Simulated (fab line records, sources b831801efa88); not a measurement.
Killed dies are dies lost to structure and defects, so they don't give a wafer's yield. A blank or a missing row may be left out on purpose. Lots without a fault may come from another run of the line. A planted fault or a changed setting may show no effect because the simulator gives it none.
fab line records | flow sky130
record lots=5 wafers=23
route steps=708 shown SD_P@322 RES_XHIGH@334 SD_N@351 LI_CONTACT@364 LOCAL_INTERCONNECT@395
start_h: hours from the record's first day to the start of the lot's first wafer shown | wait_h: hours since the lot's step before | " the same as in the row above | L1.1+2: a row that stands for several wafers | - no value, or no start given | * or withheld: withheld | < > ~ a bound
route shown NAME@n: a module of which the file shows steps, and the number in the route of the first | usual: mean/standard deviation of fault-free wafers | same: alike in all rows | chamber/n: place in a boat | sites: the reading at each site | _std_site: their standard deviation | _edge_site: outer sites' mean less inner sites' | radius_mm: how far each site lies from the wafer's centre | mask NAME#n: copy n | behind: the tool/chamber that last shaped the wafer | hold: why the lot was held/for how many hours/how that ended | device: the transistor (n, p or np) that didn't switch | end of line: the same wafers' tests at the end of the route | a step without rows: its recipe alone | killed: dies lost to structure and defects at the first sort, not the wafer's yield | map: a wafer's dies, x killed, . not, _ none there
set.NAME: the setting as run; set.NAME@STEP: as run at that earlier step | model.NAME: the simulator's own value behind a step, which no gauge read
lots whose settings were changed on purpose; a table a step, a row a wafer
## steps
# step SKY_SD_P_COAT_02
# recipe resist=NOVOLAK spin_rpm=3000 resist_thk_nm=1140
# columns lot.wafer tool chamber start_h wait_h set.spin_rpm model.NOVOLAK_of_SD_P_COAT_02.thk_nm
L077.1 litho_track-04 0 601.14 0.1 3000 1142
L077.4 " 0 " " 3000 1140
L077.6 " 0 " " 3000 1141
L078.1 litho_track-03 0 611.17 0.1 3099 1115
L078.2 " 0 " " 3000 1134
L078.4 " 0 " " 3099 1117
L078.5 " 0 " " 3000 1136
L078.6 " 0 " " 3000 1138
L081.1+4 litho_track-01 0 657.62 0.1 2827 1177
L081.2 " 0 " " 3000 1141
L081.3 " 0 " " 3000 1142
L081.5 " 0 " " 2827 1175
L083.1 litho_track-01 0 658.22 0.1 3000 1139
L083.3 " 0 " " 3073 1123
L083.4 " 0 " " 3000 1134
L083.5 " 0 " " 3073 1121
L083.6 " 0 " " 3000 1140
L082.2 litho_track-03 0 658.55 0.1 3000 1141
L082.3 " 0 " " 3101 1120
L082.4 " 0 " " 3101 1121
L082.5 " 0 " " 3000 1142
L082.6 " 0 " " 3000 1138
# step SKY_SD_P_SOFTBAKE_03
# recipe temp_c=90 time_s=60 resist=NOVOLAK
# step SKY_SD_P_EXPOSE_04
# recipe mask_id=PSDM na=0.6 source_shape=conventional sigma_outer=0.6 polarization=unpolarized target_cd_nm=380 dose_mj=138
# step SKY_SD_P_IMPLANT_09
# recipe species=BF2 energy_kev=20 dose_cm2=3e+15 tilt_deg=0
# step SKY_SD_P_STRIP_10
# recipe chemistry=O2/N2 power_w=1400 pressure_mtorr=1500 platen_temp_c=withheld o2_flow_sccm=3000 n2_flow_sccm=300 overash_fraction=0.5
# usual strip_time_to_endpoint_s=17.48/0.039
# columns lot.wafer tool chamber start_h wait_h set.spin_rpm@SD_P_COAT_02 strip_time_to_endpoint_s
L077.1 plasma_asher-02 1 615.24 0.1 3000 17.53
L077.4 " 0 " " 3000 17.49
L077.6 " 0 " " 3000 17.50
L078.1 plasma_asher-02 1 624.68 0.1 3099 17.20
L078.2 " 0 " " 3000 17.42
L078.4 " 1 " " 3099 17.23
L078.5 " 1 " " 3000 17.45
L078.6 " 0 " " 3000 17.46
L081.1 plasma_asher-01 0 673.32 0.1 2827 17.88
L081.2 " 1 " " 3000 17.53
L081.3 " 0 " " 3000 17.52
L081.4 " 1 " " 2827 17.91
L081.5 " 0 " " 2827 17.87
L083.1 plasma_asher-02 1 673.73 0.1 3000 17.47
L083.3 " 1 " " 3073 17.30
L083.4 " 0 " " 3000 17.43
L083.5 " 0 " " 3073 17.26
L083.6 " 1 " " 3000 17.51
L082.2 plasma_asher-03 1 674.03 0.1 3000 17.49
L082.3 " 1 " " 3101 17.25
L082.4 " 0 " " 3101 17.26
L082.5 " 1 " " 3000 17.51
L082.6 " 0 " " 3000 17.45
# step SKY_RES_XHIGH_COAT_02
# recipe resist=NOVOLAK spin_rpm=3000 resist_thk_nm=1140
# columns lot.wafer tool chamber start_h wait_h set.spin_rpm model.NOVOLAK_of_RES_XHIGH_COAT_02.thk_nm
L077.1 litho_track-04 0 629.24 0.1 3000 1141
L077.4+6 " 0 " " 3000 1142
L078.1 litho_track-01 0 640.37 0.1 2880 1158
L078.2+4 " 0 " " 2880 1164
L078.5 " 0 " " 3000 1136
L078.6 " 0 " " 3000 1140
L081.1+2 litho_track-01 0 686.57 0.1 3000 1142
L081.3 " 0 " " 2817 1177
L081.4 " 0 " " 3000 1143
L081.5 " 0 " " 2817 1178
L083.1+5 litho_track-02 0 687.00 0.1 3000 1140
L083.3 " 0 " " 3093 1126
L083.4 " 0 " " 3093 1122
L083.6 " 0 " " 3000 1143
L082.2 litho_track-01 0 687.19 0.1 3000 1137
L082.3 " 0 " " 3130 1116
L082.4+5 " 0 " " 3000 1136
L082.6 " 0 " " 3130 1111
# step SKY_RES_XHIGH_IMPLANT_07
# recipe species=BF2 energy_kev=20 dose_cm2=3.6e+14 tilt_deg=0
# columns lot.wafer tool chamber start_h wait_h set.energy_kev model.implant.rp_nm model.implant.drp_nm
L077.1+4+6 implanter-04 0 644.30 0.1 20 16.68 9.746
L078.1+4+6 implanter-04 0 653.64 0.1 20 17.25 9.746
L078.2+5 " 0 " " 20.36 17.49 9.869
L081.1+2+3+4+5 implanter-01 0 701.80 0.1 20 17.35 9.746
L083.1+3+4+5+6 implanter-02 0 702.10 0.1 20 17.25 9.746
L082.2+5 implanter-04 0 702.39 0.1 20 17.06 9.746
L082.3+4+6 " 0 " " 19.02 16.41 9.408
# step SKY_RES_XHIGH_STRIP_08
# recipe chemistry=O2/N2 power_w=1400 pressure_mtorr=1500 platen_temp_c=withheld o2_flow_sccm=3000 n2_flow_sccm=300 overash_fraction=0.5
# usual strip_time_to_endpoint_s=14.28/0.035
# columns lot.wafer tool chamber start_h wait_h set.spin_rpm@RES_XHIGH_COAT_02 strip_time_to_endpoint_s
L077.1 plasma_asher-01 0 644.45 0.1 3000 14.27
L077.4 " 0 " " 3000 14.28
L077.6 " 1 " " 3000 14.28
L078.1 plasma_asher-03 0 653.79 0.1 2880 14.46
L078.2 " 1 " " 2880 14.54
L078.4 " 1 " " 2880 14.53
L078.5 " 1 " " 3000 14.21
L078.6 " 0 " " 3000 14.27
L081.1 plasma_asher-04 0 701.95 0.1 3000 14.30
L081.2 " 1 " " 3000 14.29
L081.3 " 0 " " 2817 14.67
L081.4 " 1 " " 3000 14.30
L081.5 " 1 " " 2817 14.68
L083.1 plasma_asher-03 0 702.25 0.1 3000 14.25
L083.3 " 1 " " 3093 14.10
L083.4 " 0 " " 3093 14.05
L083.5 " 1 " " 3000 14.26
L083.6 " 0 " " 3000 14.30
L082.2 plasma_asher-04 1 702.52 0.1 3000 14.23
L082.3 " 0 " " 3130 13.96
L082.4 " 1 " " 3000 14.21
L082.5 " 1 " " 3000 14.22
L082.6 " 0 " " 3130 13.93
# step SKY_SD_N_IMPLANT_09
# recipe species=As energy_kev=50 dose_cm2=4e+15 tilt_deg=0
# columns lot.wafer tool chamber start_h wait_h set.energy_kev model.implant.rp_nm model.implant.drp_nm
L077.1+4+6 implanter-03 0 672.93 0.0 50 31.31 14.11
L078.1+4+5 implanter-03 0 682.68 0.0 48.34 30.64 13.76
L078.2+6 " 0 " " 50 31.49 14.11
L081.1+3 implanter-03 0 729.76 0.0 48.82 31.93 13.86
L081.2+4+5 " 0 " " 50 32.56 14.11
L083.1+3+6 implanter-04 0 730.09 0.0 51.66 32.19 14.46
L083.4+5 " 0 " " 50 31.34 14.11
L082.2+4+6 implanter-03 0 730.90 0.0 52.76 33.52 14.69
L082.3+5 " 0 " " 50 32.08 14.11
# step SKY_SD_N_IMPLANT_10
# recipe species=P energy_kev=20 dose_cm2=1e+14 tilt_deg=0
# step SKY_SD_N_STRIP_11
# recipe chemistry=O2/N2 power_w=1400 pressure_mtorr=1500 platen_temp_c=withheld o2_flow_sccm=3000 n2_flow_sccm=300 overash_fraction=0.5
# usual strip_time_to_endpoint_s=22.53/0.042
# columns lot.wafer tool chamber start_h wait_h set.energy_kev@SD_N_IMPLANT_09 strip_time_to_endpoint_s
L077.1 plasma_asher-02 1 673.23 0.1 50 22.54
L077.4 " 0 " " 50 22.60
L077.6 " 1 " " 50 22.54
L078.1 plasma_asher-04 0 682.98 0.1 48.34 22.24
L078.2 " 1 " " 50 22.46
L078.4 " 1 " " 48.34 22.24
L078.5 " 1 " " 48.34 22.25
L078.6 " 0 " " 50 22.45
L081.1 plasma_asher-02 0 730.06 0.1 48.82 22.33
L081.2 " 1 " " 50 22.45
L081.3 " 1 " " 48.82 22.31
L081.4 " 0 " " 50 22.52
L081.5 " 1 " " 50 22.59
L083.1 plasma_asher-03 0 730.39 0.1 51.66 22.85
L083.3 " 1 " " 51.66 22.81
L083.4 " 0 " " 50 22.58
L083.5 " 0 " " 50 22.56
L083.6 " 1 " " 51.66 22.82
L082.2 plasma_asher-02 0 731.18 0.1 52.76 22.95
L082.3 " 1 " " 50 22.49
L082.4 " 0 " " 52.76 22.97
L082.5 " 1 " " 50 22.46
L082.6 " 0 " " 52.76 22.95
# step SKY_SD_N_CLEAN_13
# recipe chemistry=SC1/SC2 mix=1:4:20 temp_c=70 time_s=150 dry=n2_spin
# step SKY_SD_N_RTA_14
# recipe temp_c=1075 time_s=2 idle_temp_c=650 ramp_up_c_per_s=150 ramp_down_c_per_s=90 ambient=N2
# step SKY_SD_N_RS_MEAS_16
# recipe thk_meas_gauge=four-point-probe
# usual SD_N_RS=68.62/0.13
# columns lot.wafer tool chamber start_h wait_h set.energy_kev@SD_N_IMPLANT_09 SD_N_RS[ohm/sq]
L077.1 film_metro-03 - 673.61 0.1 50 68.89
L077.4 " - " " 50 68.55
L077.6 " - " " 50 68.68
L078.1 film_metro-03 - 683.36 0.1 48.34 69.58
L078.2 " - " " 50 68.59
L078.4 " - " " 48.34 69.56
L078.5 " - " " 48.34 69.69
L078.6 " - " " 50 68.50
L081.1 film_metro-03 - 730.45 0.1 48.82 69.44
L081.2 " - " " 50 68.57
L081.3 " - " " 48.82 69.23
L081.4 " - " " 50 68.48
L081.5 " - " " 50 68.50
L083.1 film_metro-01 - 730.77 0.1 51.66 67.58
L083.3 " - " " 51.66 67.63
L083.4 " - " " 50 68.64
L083.5 " - " " 50 68.69
L083.6 " - " " 51.66 67.56
L082.2 film_metro-02 - 731.58 0.1 52.76 66.61
L082.3 " - " " 50 68.65
L082.4 " - " " 52.76 66.66
L082.5 " - " " 50 68.67
L082.6 " - " " 52.76 66.70
# step SKY_LI_CONTACT_CMP_02
# recipe material=PSG down_force_psi=4 platen_rpm=60 pad_velocity_m_s=0.94248
# columns lot.wafer tool chamber start_h wait_h set.leave_above_ref_nm model.PSG_of_LI_CONTACT_HDPCVD_00.thk_nm
L077.4 cmp-02 2 674.25 0.1 597.2 596.2
L077.1 " 3 " " 597.2 595.5
L077.6 " 1 " " 597.2 597.1
L078.2 cmp-01 3 683.90 0.0 561.8 562.2
L078.1 " 1 " " 561.8 562
L078.4 " 2 " " 597.2 599.9
L078.6 " 3 " " 561.8 564
L078.5 " 0 " " 597.2 597.5
L081.4 cmp-02 1 730.99 0.0 565 566.2
L081.2 " 2 " " 565 565.3
L081.1 " 3 " " 597.2 596.2
L081.3 " 0 " " 597.2 597.4
L081.5 " 1 " " 597.2 596.1
L083.3 cmp-01 1 731.33 0.0 597.2 598.6
L083.1 " 2 " " 597.2 600
L083.4 " 0 " " 597.2 599.5
L083.5 " 1 " " 597.2 597.9
L083.6 " 2 " " 597.2 599.8
L082.4 cmp-02 3 732.10 0.0 597.2 597.4
L082.3 " 1 " " 597.2 599.3
L082.2 " 2 " " 597.2 598.1
L082.5 " 3 " " 597.2 597.5
L082.6 " 0 " " 597.2 597.2
# step SKY_LI_CONTACT_EXPOSE_09
# recipe mask_id=LICM1 na=0.8 source_shape=annular sigma_inner=0.55 sigma_outer=0.85 target_cd_nm=170 dose_mj=38
# columns lot.wafer tool chamber start_h wait_h mask set.dose_mj
L077.1+4+6 krf_scanner-02 0 - - LICM1#0 38
L078.1+4 krf_scanner-01 0 - - LICM1#0 37.25
L078.2+5+6 " 0 " " LICM1#0 38
L081.1+2+3+4+5 krf_scanner-02 0 - - LICM1#0 38
L083.1+5 krf_scanner-01 0 - - LICM1#0 38
L083.3+4+6 " 0 " " LICM1#0 40.08
L082.2+5+6 krf_scanner-02 0 - - LICM1#0 38
L082.3+4 " 0 " " LICM1#0 36.65
# step SKY_LI_CONTACT_PEB_10
# recipe peb_temp_c=withheld peb_time_s=withheld resist=KrF-thick
# step SKY_LI_CONTACT_DEVELOP_11
# recipe develop_time_s=60 resist=KrF-thick dev_temp_c=21
# step SKY_LI_CONTACT_CD_MEAS_12
# recipe target_cd_nm=170
# usual cd_nm=170.5/1.6
# columns lot.wafer tool chamber start_h wait_h set.dose_mj@LI_CONTACT_EXPOSE_09 cd_nm
L077.1 cd_sem-01 - 702.57 - 38 170.4
L077.4 " - " " 38 169.9
L077.6 " - " " 38 169.1
L078.1 cd_sem-02 - 712.82 - 37.25 168.2
L078.2 " - " " 38 169.9
L078.4 " - " " 37.25 166.4
L078.5 " - " " 38 171.8
L078.6 " - " " 38 171.2
L081.1 cd_sem-02 - 758.75 - 38 174.3
L081.2 " - " " 38 174.4
L081.3 " - " " 38 174.3
L081.4 " - " " 38 173.1
L081.5 " - " " 38 173.5
L083.1 cd_sem-01 - 759.22 - 38 169.3
L083.3 " - " " 40.08 181.0
L083.4 " - " " 40.08 180.0
L083.5 " - " " 38 171.4
L083.6 " - " " 40.08 182.5
L082.2 cd_sem-02 - 759.54 - 38 170.6
L082.3 " - " " 36.65 164.5
L082.4 " - " " 36.65 164.6
L082.5 " - " " 38 170.3
L082.6 " - " " 38 170.8
# step SKY_LI_CONTACT_ETCH_14
# recipe chemistry=N2/H2 target=BARC ion_energy_ev=200 source_w=500 bias_w=100 pressure_mtorr=30 n2_flow_sccm=100 h2_flow_sccm=200 stop_on=SiO2 time_s=45.9 target_depth_a=600
# columns lot.wafer tool chamber start_h wait_h set.dose_mj@LI_CONTACT_EXPOSE_09 model.LI_CONTACT.cd_nm
L077.1 rie_diel-02 0 702.73 0.0 38 170.5
L077.4 " 1 " " 38 168.9
L077.6 " 1 " " 38 168.4
L078.1 rie_diel-02 2 712.98 0.0 37.25 168.2
L078.2 " 0 " " 38 169.9
L078.4 " 1 " " 37.25 165.7
L078.5 " 3 " " 38 171.7
L078.6 " 0 " " 38 171.6
L081.1 rie_diel-03 1 758.91 0.0 38 174.2
L081.2 " 0 " " 38 174
L081.3 " 3 " " 38 175
L081.4 " 1 " " 38 173.3
L081.5 " 0 " " 38 173.6
L083.1 rie_diel-04 2 759.38 0.0 38 170
L083.3 " 1 " " 40.08 181.3
L083.4 " 0 " " 40.08 179.7
L083.5 " 2 " " 38 172
L083.6 " 1 " " 40.08 182.6
L082.2 rie_diel-03 1 759.67 0.0 38 170.8
L082.3 " 0 " " 36.65 165.3
L082.4 " 1 " " 36.65 164.3
L082.5 " 0 " " 38 170.9
L082.6 " 1 " " 38 171.8
# step SKY_LI_CONTACT_ETCH_15
# recipe target=PSG chemistry=C4F8/O2/Ar stop_on=Si taper_deg=4.15 mask_material=KrF-thick source_w=1500 bias_w=1200 pressure_mtorr=40 c4f8_flow_sccm=withheld O2_flow_sccm=6 Ar_flow_sccm=300 time_s=withheld target_depth_a=6000
# usual oes_product_au=0.837/0.0045
# columns lot.wafer tool chamber start_h wait_h set.leave_above_ref_nm@LI_CONTACT_CMP_02 set.dose_mj@LI_CONTACT_EXPOSE_09 oes_product_au model.LI_CONTACT.feature_depth_nm model.LI_CONTACT.cd_nm
L077.1 rie_diel-02 0 702.77 0.0 597.2 38 0.833 595.5 170.1
L077.4 " 1 " " 597.2 38 0.833 596.2 168.9
L077.6 " 1 " " 597.2 38 0.835 597.1 168.5
L078.1 rie_diel-02 2 713.02 0.0 561.8 37.25 0.797 562 168.5
L078.2 " 0 " " 561.8 38 0.824 562.2 169.6
L078.4 " 1 " " 597.2 37.25 0.842 599.9 166.1
L078.5 " 3 " " 597.2 38 0.845 597.5 171.9
L078.6 " 0 " " 561.8 38 0.814 564 171.5
L081.1 rie_diel-03 1 758.95 0.0 597.2 38 0.837 596.2 174.3
L081.2 " 0 " " 565 38 0.811 565.3 174
L081.3 " 3 " " 597.2 38 0.833 597.4 175.2
L081.4 " 1 " " 565 38 0.814 566.2 173.4
L081.5 " 0 " " 597.2 38 0.837 596.1 173.5
L083.1 rie_diel-04 2 759.42 0.0 597.2 38 0.838 600 170.3
L083.3 " 1 " " 597.2 40.08 0.838 598.6 181.7
L083.4 " 0 " " 597.2 40.08 0.844 599.5 179.3
L083.5 " 2 " " 597.2 38 0.831 597.9 172.3
L083.6 " 1 " " 597.2 40.08 0.836 599.8 182.9
L082.2 rie_diel-03 1 759.74 0.0 597.2 38 0.839 598.1 170.9
L082.3 " 0 " " 597.2 36.65 0.835 599.3 165.3
L082.4 " 1 " " 597.2 36.65 0.842 597.4 164.6
L082.5 " 0 " " 597.2 38 0.842 597.5 170.9
L082.6 " 1 " " 597.2 38 0.835 597.2 171.5
# step SKY_LI_CONTACT_SPUTTER_19
# recipe material=Ti target_thk_nm=20 chamber_pressure_pa=5 power_w=2500 substrate_temp_c=200 time_s=106.37
# columns lot.wafer tool chamber start_h wait_h set.time_s model.Ti_of_LI_CONTACT_SPUTTER_19.thk_nm
L077.1 pvd_sputter-01 - 703.17 0.0 106.37 19.88
L077.4 " - " " 106.37 19.73
L077.6 " - " " 106.37 19.57
L078.1 pvd_sputter-01 - 713.40 0.0 106.37 19.56
L078.2 " - " " 106.37 19.84
L078.4 " - " " 106.37 20.01
L078.5 " - " " 106.37 19.82
L078.6 " - " " 106.37 19.83
L081.1 pvd_sputter-03 - 759.33 0.0 118.3 22.34
L081.2 " - " " 106.37 20.38
L081.3 " - " " 106.37 20.45
L081.4 " - " " 118.3 22.45
L081.5 " - " " 106.37 20.25
L083.1 pvd_sputter-01 - 759.80 0.0 106.37 19.97
L083.3 " - " " 98.66 18.29
L083.4 " - " " 106.37 19.35
L083.5 " - " " 98.66 18.45
L083.6 " - " " 98.66 18.32
L082.2 pvd_sputter-03 - 760.16 0.0 115.9 22.03
L082.3 " - " " 106.37 20
L082.4 " - " " 106.37 20.2
L082.5 " - " " 106.37 20.19
L082.6 " - " " 115.9 21.69
# step SKY_LOCAL_INTERCONNECT_EXPOSE_08
# recipe mask_id=LI1M na=0.8 source_shape=annular sigma_inner=0.55 sigma_outer=0.85 target_cd_nm=170 dose_mj=28
# columns lot.wafer tool chamber start_h wait_h mask set.dose_mj
L077.1+4+6 krf_scanner-01 0 - - LI1M#0 28
L078.1+6 krf_scanner-01 0 - - LI1M#0 28.6
L078.2+4+5 " 0 " " LI1M#0 28
L081.1+2+3+4+5 krf_scanner-01 0 - - LI1M#0 28
L083.1+3 krf_scanner-02 0 - - LI1M#0 25.96
L083.4+5+6 " 0 " " LI1M#0 28
L082.2+3+6 krf_scanner-01 0 - - LI1M#0 28
L082.4+5 " 0 " " LI1M#0 27.46
# step SKY_LOCAL_INTERCONNECT_PEB_09
# recipe peb_temp_c=withheld peb_time_s=withheld resist=KrF-thick
# step SKY_LOCAL_INTERCONNECT_DEVELOP_10
# recipe develop_time_s=60 resist=KrF-thick dev_temp_c=21
# step SKY_LOCAL_INTERCONNECT_CD_MEAS_11
# recipe target_cd_nm=170
# usual cd_nm=169.4/1.9
# columns lot.wafer tool chamber start_h wait_h set.dose_mj@LOCAL_INTERCONNECT_EXPOSE_08 cd_nm
L077.1 cd_sem-01 - 731.82 - 28 170.2
L077.4 " - " " 28 169.2
L077.6 " - " " 28 170.8
L078.1 cd_sem-02 - 742.17 - 28.6 162.7
L078.2 " - " " 28 165.9
L078.4 " - " " 28 167.5
L078.5 " - " " 28 167.9
L078.6 " - " " 28.6 161.8
L081.1 cd_sem-02 - 787.39 - 28 170.2
L081.2 " - " " 28 167.3
L081.3 " - " " 28 170.2
L081.4 " - " " 28 167.7
L081.5 " - " " 28 171.2
L083.1 cd_sem-01 - 787.87 - 25.96 183.0
L083.3 " - " " 25.96 182.8
L083.4 " - " " 28 165.7
L083.5 " - " " 28 168.4
L083.6 " - " " 28 167.6
L082.2 cd_sem-01 - 788.24 - 28 170.2
L082.3 " - " " 28 169.8
L082.4 " - " " 27.46 173.6
L082.5 " - " " 27.46 174.1
L082.6 " - " " 28 169.4
# step SKY_LOCAL_INTERCONNECT_ETCH_13
# recipe chemistry=N2/H2 target=BARC ion_energy_ev=200 bias_w=100 pressure_mtorr=30 n2_flow_sccm=100 h2_flow_sccm=200 icp_w=500 stop_on=SiO2 time_s=45.9 target_depth_a=600
# columns lot.wafer tool chamber start_h wait_h set.dose_mj@LOCAL_INTERCONNECT_EXPOSE_08 model.LOCAL_INTERCONNECT.cd_nm
L077.1 rie_metal-03 1 731.97 0.0 28 170.6
L077.4 " 0 " " 28 170.1
L077.6 " 1 " " 28 171.5
L078.1 rie_metal-01 0 742.32 0.0 28.6 162.9
L078.2 " 1 " " 28 165.5
L078.4 " 0 " " 28 167.3
L078.5 " 0 " " 28 168.4
L078.6 " 1 " " 28.6 161.2
L081.1 rie_metal-03 0 787.54 0.0 28 171.6
L081.2 " 1 " " 28 168
L081.3+5 " 0,1 " " 28 171.8
L081.4 " 1 " " 28 168.4
L083.1 rie_metal-02 1 788.03 0.0 25.96 182.6
L083.3 " 1 " " 25.96 182.3
L083.4 " 1 " " 28 165.6
L083.5 " 1 " " 28 168.6
L083.6 " 1 " " 28 167.8
L082.2+3 rie_metal-01 1,0 788.38 0.0 28 170.5
L082.4 " 1 " " 27.46 173.5
L082.5 " 0 " " 27.46 174.3
L082.6 " 1 " " 28 169.7
## key
split step=SKY_SD_P_COAT_02 setting=spin_rpm stated=3000 by=wafer
response step=SKY_SD_P_COAT_02 reading=model.NOVOLAK_of_SD_P_COAT_02.thk_nm change=-6.05 per=1% r=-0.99
response step=SKY_SD_P_STRIP_10 reading=strip_time_to_endpoint_s change=* per=1% r=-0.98
split step=SKY_RES_XHIGH_COAT_02 setting=spin_rpm stated=3000 by=wafer
response step=SKY_RES_XHIGH_COAT_02 reading=model.NOVOLAK_of_RES_XHIGH_COAT_02.thk_nm change=-5.62 per=1% r=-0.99
response step=SKY_RES_XHIGH_STRIP_08 reading=strip_time_to_endpoint_s change=* per=1% r=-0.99
split step=SKY_RES_XHIGH_IMPLANT_07 setting=energy_kev stated=20 by=wafer
response step=SKY_RES_XHIGH_IMPLANT_07 reading=model.implant.rp_nm change=+0.134 per=1% r=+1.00
response step=SKY_RES_XHIGH_IMPLANT_07 reading=model.implant.drp_nm change=+0.0689 per=1% r=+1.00
split step=SKY_SD_N_IMPLANT_09 setting=energy_kev stated=50 by=wafer
response step=SKY_SD_N_IMPLANT_09 reading=model.implant.rp_nm change=+0.259 per=1% r=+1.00
response step=SKY_SD_N_IMPLANT_09 reading=model.implant.drp_nm change=+0.106 per=1% r=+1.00
response step=SKY_SD_N_STRIP_11 reading=strip_time_to_endpoint_s change=* per=1% r=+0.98
response step=SKY_SD_N_RS_MEAS_16 reading=SD_N_RS change=-0.346 per=1% r=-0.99
split step=SKY_LI_CONTACT_CMP_02 setting=leave_above_ref_nm stated=597.2 by=wafer
response step=SKY_LI_CONTACT_CMP_02 reading=model.PSG_of_LI_CONTACT_HDPCVD_00.thk_nm change=+5.9 per=1% r=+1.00
response step=SKY_LI_CONTACT_ETCH_15 reading=oes_product_au change=+0.0049 per=1% r=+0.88
response step=SKY_LI_CONTACT_ETCH_15 reading=model.LI_CONTACT.feature_depth_nm change=+5.9 per=1% r=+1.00
split step=SKY_LI_CONTACT_EXPOSE_09 setting=dose_mj stated=38 by=wafer
response step=SKY_LI_CONTACT_CD_MEAS_12 reading=cd_nm change=+1.88 per=1% r=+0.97
response step=SKY_LI_CONTACT_ETCH_14 reading=model.LI_CONTACT.cd_nm change=+1.86 per=1% r=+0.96
response step=SKY_LI_CONTACT_ETCH_15 reading=model.LI_CONTACT.cd_nm change=+1.8 per=1% r=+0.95
split step=SKY_LI_CONTACT_SPUTTER_19 setting=time_s stated=106.37 by=wafer
response step=SKY_LI_CONTACT_SPUTTER_19 reading=model.Ti_of_LI_CONTACT_SPUTTER_19.thk_nm change=+0.185 per=1% r=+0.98
split step=SKY_LOCAL_INTERCONNECT_EXPOSE_08 setting=dose_mj stated=28 by=wafer
response step=SKY_LOCAL_INTERCONNECT_CD_MEAS_11 reading=cd_nm change=-2.16 per=1% r=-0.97
response step=SKY_LOCAL_INTERCONNECT_ETCH_13 reading=model.LOCAL_INTERCONNECT.cd_nm change=-2.08 per=1% r=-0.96
